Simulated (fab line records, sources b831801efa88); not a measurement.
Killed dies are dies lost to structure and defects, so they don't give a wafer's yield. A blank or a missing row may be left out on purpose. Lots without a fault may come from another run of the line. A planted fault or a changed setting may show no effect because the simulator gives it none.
Problem report in the 8D (eight disciplines) form, filled by code | flow sky130 | the parts of the form that need people (team, actions taken, sign-off) are left out

1. THE PROBLEM
overpolish_run_s at SKY_VIA2_CMP_24 reads a mean of 0.044 s on 5 wafers of 3 lots; wafers without a fault read 20.000 s with a standard deviation of 0.0098. That is -99 or more standard deviations from the usual mean.
The step: polishes, stops on SiO2, t overpolish 20 s, target thk 0 nm.
First seen on wafer L539.5, day 37 16:49, on cmp-01. The record holds 42 wafers of 14 lots with a number at this step. Rule for "out", or "out of limits": more than 4 standard deviations from the usual mean. The other wafers with a number count as sound.

2. WHAT IT IS AND WHAT IT IS NOT
question                    | is                                     | is not
which readings at this step | overpolish_run_s, time_to_endpoint_s   | motor_current_A
which lots                  | L539, L540, L541                       | L535, L536, L538, L548, L549, L550, L552, L553, L554, L555, L557
which wafers of those lots  | L539.5, L539.6, L540.1, L540.5, L541.1 | L539.4, L540.4, L541.2, L541.3
read on which tools         | cmp-01                                 | cmp-02
when                        | from day 37 16:49                      | up to then (7 sound wafers); but 30 sound wafers of L538, L540, L541, L548, L549, L550, L552, L553, L554, L555, L557 came after

3. SUSPECTS, AND WHAT RULES EACH OUT
Counting: a tool at a process step up to the reading stays a suspect if it ran every lot that is out. Sound lots after the first of them don't rule it out here, since some wafers of a struck lot are sound.
- cmp-01 at SKY_VIA2_CMP_24 (polishes, stops on SiO2, t overpolish 20 s, target thk 0 nm): kept. It ran every lot that is out, first L539 (day 37 16:49); its last sound lot up to then is L536 (day 36 21:55). Its own readings are out on those wafers: overpolish_run_s, time_to_endpoint_s.
Left after counting: cmp-01 at SKY_VIA2_CMP_24.

4. THE CAUSE (what the simulator had put in)
Process parameter drift: cmp-01, from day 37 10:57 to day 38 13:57, at SKY_VIA2_CMP_24. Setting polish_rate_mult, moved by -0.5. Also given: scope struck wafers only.
Counting left only this tool.

5. THE CHAIN OF EFFECTS, in route order
Each row: a reading whose mean over the struck wafers that have a number lies more than 3 standard deviations from the usual. Only readings for which the record gives a usual standard deviation are gone through. hours: the time from each lot's start at the first step in this table that gives one to its start at this step, as a median over the lots. sigmas: the change in usual standard deviations.
hours | step            | reading            | usual    | on struck wafers | change  | sigmas
0     | SKY_VIA2_CMP_24 | overpolish_run_s   | 20.000 s | 0.044            | -19.956 | -99 or more
0     | SKY_VIA2_CMP_24 | time_to_endpoint_s | 101 s    | 157              | +56     | +14
The process steps in it:
- SKY_VIA2_CMP_24: polishes, stops on SiO2, t overpolish 20 s, target thk 0 nm.

6. WHAT WOULD HAVE CAUGHT IT SOONER
In this record the first reading out of limits was taken at day 37 16:49, 6 hours after the fault began at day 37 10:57.
